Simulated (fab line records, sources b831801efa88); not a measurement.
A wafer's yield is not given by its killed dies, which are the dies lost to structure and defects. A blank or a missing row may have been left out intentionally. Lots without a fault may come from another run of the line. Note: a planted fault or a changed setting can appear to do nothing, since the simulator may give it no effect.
A struck lot beside a sound one    flow sky130    31 out of 708 route steps
Sound: wafers L852.1, L852.3, L852.6. Struck: wafer L855.1 (L855.2, L855.5, from the same lot, were not struck and are left out); the cause is given at the end.
Order at every step that has rows: each side's tool, ch and its chambers, its first start. Under that, the readings that differ: sound wafers    struck wafers    difference of the means    sigmas: that difference in standard deviations of wafers without a fault.
alike: same words and numbers on both sides, and readings whose means sit less than 2 such deviations apart. not compared: any withheld reading, any reading some wafer has no value for, any bound like >300 that may hide the same value, and any number with overlapping values for which the record gives no deviation.
A row with sigmas, a row that says differs or no value, or rows on one side alone: a step with any of these is where the two part. Non-overlapping numbers with no deviation appear without sigmas and do not part them. Lack of a reading on every wafer of one side parts them only where that side has two or more wafers.

SKY_LI_CONTACT_OVL_MEAS_13:
  sound on overlay-02, day 29 06:31; struck on overlay-01, day 30 09:34
  alike: LI_CONTACT_OVL
then, 1 step without rows for these wafers: SKY_LI_CONTACT_ETCH_14 (etches BARC in N2/H2, stops on SiO2, time 45.9 s, target depth 60 nm).
SKY_LI_CONTACT_ETCH_15: etches PSG in C4F8/O2/Ar, stops on Si, target depth 600 nm.
  sound on rieDiel-02 ch 0,2,3, day 29 06:35; struck on rieDiel-04 ch 3, day 30 09:38
  alike: oesProductAu
then, 3 steps without rows for these wafers: SKY_LI_CONTACT_STRIP_16 (strips in O2/N2); SKY_LI_CONTACT_CLEAN_17 (cleans in NMP, time 600 s); SKY_LI_CONTACT_PRE_CLEAN_18 (time 5.6 s).
SKY_LI_CONTACT_SPUTTER_19: material Ti, target thk 20 nm, time 106.37 s.
  sound on pvdSputter-03, day 29 06:58; struck on pvdSputter-01, day 30 10:01
  alike: throttleValvePct
then, 2 steps without rows for these wafers: SKY_LI_CONTACT_SPUTTER_20 (material TiN, target thk 20 nm, time 80 s); SKY_LI_CONTACT_CVD_21 (deposits W, target thk 400 nm, time 120.56 s).
SKY_LI_CONTACT_RS_MEAS_22: measures by four-point-probe.
  sound on filmMetro-01, day 29 07:14; struck on filmMetro-01, day 30 10:17
  alike: LI_CONTACT_W_RS
SKY_LI_CONTACT_THK_MEAS_23: measures by xrf.
  sound on filmMetro-01, day 29 07:21; struck on filmMetro-01, day 30 10:24
  alike: LI_CONTACT_W_THK
SKY_LI_CONTACT_CMP_24: polishes, stops on PSG, t overpolish 20 s, target thk 0 nm.
  sound on cmp-01 ch 0,1,2, day 29 07:25; struck on cmp-02 ch 1, day 30 10:31
  alike: motorCurrentA, overpolishRunS, timeToEndpointS
SKY_LOCAL_INTERCONNECT_SPUTTER_00: material TiN, target thk 100 nm, time 83.3 s.
  sound on pvdSputter-01, day 29 07:43; struck on pvdSputter-04, day 30 10:46
reading                                                sound             struck  difference  sigmas
throttleValvePct (%)                                   30.3 29.4 30.4    28.5    -1.5        -2
model.TiN_of_LOCAL_INTERCONNECT_SPUTTER_00.thkNm (nm)  97.81 98.2 98.38  70.07   -28.06      
  alike: susceptorTempC
SKY_LOCAL_INTERCONNECT_RS_MEAS_01: measures by four-point-probe.
  sound on filmMetro-03, day 29 07:46; struck on filmMetro-04, day 30 10:49
reading                             sound              struck  difference  sigmas
LOCAL_INTERCONNECT_TIN_RS (ohm/sq)  14.46 14.40 14.40  20.62   +6.20       +33
SKY_LOCAL_INTERCONNECT_THK_MEAS_02: measures by xrf.
  sound on filmMetro-03, day 29 07:53; struck on filmMetro-04, day 30 10:56
reading                          sound           struck  difference  sigmas
LOCAL_INTERCONNECT_TIN_THK (nm)  97.4 98.7 98.8  69.8    -28.5       -20
then, 8 steps without rows for these wafers: SKY_LOCAL_INTERCONNECT_DEHYDRATE_03 (time 60 s); SKY_LOCAL_INTERCONNECT_HMDS_04 (prime time 60 s); SKY_LOCAL_INTERCONNECT_COAT_05 (resist thk 60 nm); SKY_LOCAL_INTERCONNECT_COAT_06 (resist thk 450 nm); SKY_LOCAL_INTERCONNECT_SOFTBAKE_07 (time 90 s); SKY_LOCAL_INTERCONNECT_EXPOSE_08 (exposes mask LI1M, target cd 170 nm); SKY_LOCAL_INTERCONNECT_PEB_09; SKY_LOCAL_INTERCONNECT_DEVELOP_10 (develop time 60 s).
SKY_LOCAL_INTERCONNECT_CD_MEAS_11: the cd target is 170 nm.
  sound on cdSem-02, day 30 11:31; struck on cdSem-01, day 31 14:40
  alike: cdNm
SKY_LOCAL_INTERCONNECT_OVL_MEAS_12:
  sound on overlay-01, day 30 11:38; struck on overlay-02, day 31 14:47
  alike: LOCAL_INTERCONNECT_OVL
SKY_LOCAL_INTERCONNECT_ETCH_13: etches BARC in N2/H2, stops on SiO2, time 45.9 s, target depth 60 nm.
  sound on rieMetal-01 ch 0,1, day 30 11:40; struck on rieMetal-02 ch 0, day 31 14:50
  alike: drypumpMotorCurrentA, n2FlowSccm, oesProductAu, throttleValvePct
  not compared: rfHoursCounterH
SKY_LOCAL_INTERCONNECT_METAL_ETCH_14: etches TiN in Cl2/BCl3, stops on PSG, target depth 110 nm, time 31.4 s.
  sound on rieMetal-01 ch 0,1, day 30 11:44; struck on rieMetal-02 ch 0, day 31 14:53
reading               sound                 struck  difference  sigmas
oesProductAu (a.u.)   0.926 0.935 0.932     0.774   -0.157      -18
throttleValvePct (%)  21.900 21.893 21.908  22.019  +0.119      +12
  alike: drypumpMotorCurrentA
  not compared: rfHoursCounterH
SKY_LOCAL_INTERCONNECT_STRIP_15: strips in O2/N2.
  sound on plasmaAsher-02 ch 0,1, day 30 11:47; struck on plasmaAsher-02 ch 0, day 31 14:56
  alike: drypumpMotorCurrentA, n2FlowSccm, oesProductAu, stripTimeToEndpointS
  not compared: rfHoursCounterH
SKY_LOCAL_INTERCONNECT_STRIP_16: strips in post etch residue remover, time 1200 s.
  sound on wetBench-01 ch 2, day 30 11:53; struck on wetBench-04 ch 0, day 31 15:02
reading                                                sound              struck  difference  sigmas
model.TiN_of_LOCAL_INTERCONNECT_SPUTTER_00.thkNm (nm)  97.39 97.79 97.96  69.63   -28.08      
then, 1 step without rows for these wafers: SKY_LOCAL_INTERCONNECT_CLEAN_17 (cleans in IPA, time 180 s).
-- a jump in the record: the struck wafers' starts before and after are 15 days apart (it breaks off in module LOCAL_INTERCONNECT and resumes in module PAD_OPEN, where the first step shown is number 708 of the route) --
SKY_PAD_OPEN_PROBE_99:
  sound on prober-02, day 45 19:32; struck on prober-01, day 46 14:28
reading                      sound              struck  difference  sigmas
killedAtFrontEnd             12 12 14           25      +12         +3
killedOpen                   40 48 38           56      +14         +2
model.etest.resLi.lineOhmUm  77.03 76.34 75.96  106.4   +30.0       
model.etest.resLi.rsOhmSq    13.07 12.95 13.03  18.1    +5.1        
model.etest.mconChain.rcOhm  17.26 16.97 16.22  20.13   +3.31       
  alike: killed_at_M0_to_M3, killed_at_M4_up, killedAtContacts, killedAtOther, killedDies, killedShort

WHERE THEY PART
Earliest at SKY_LOCAL_INTERCONNECT_SPUTTER_00; latest, in this record, at SKY_PAD_OPEN_PROBE_99.

WHY: what the simulator had put in
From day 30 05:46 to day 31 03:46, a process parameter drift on pvdSputter-04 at SKY_LOCAL_INTERCONNECT_SPUTTER_00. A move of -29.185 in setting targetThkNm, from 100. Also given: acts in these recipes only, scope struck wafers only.
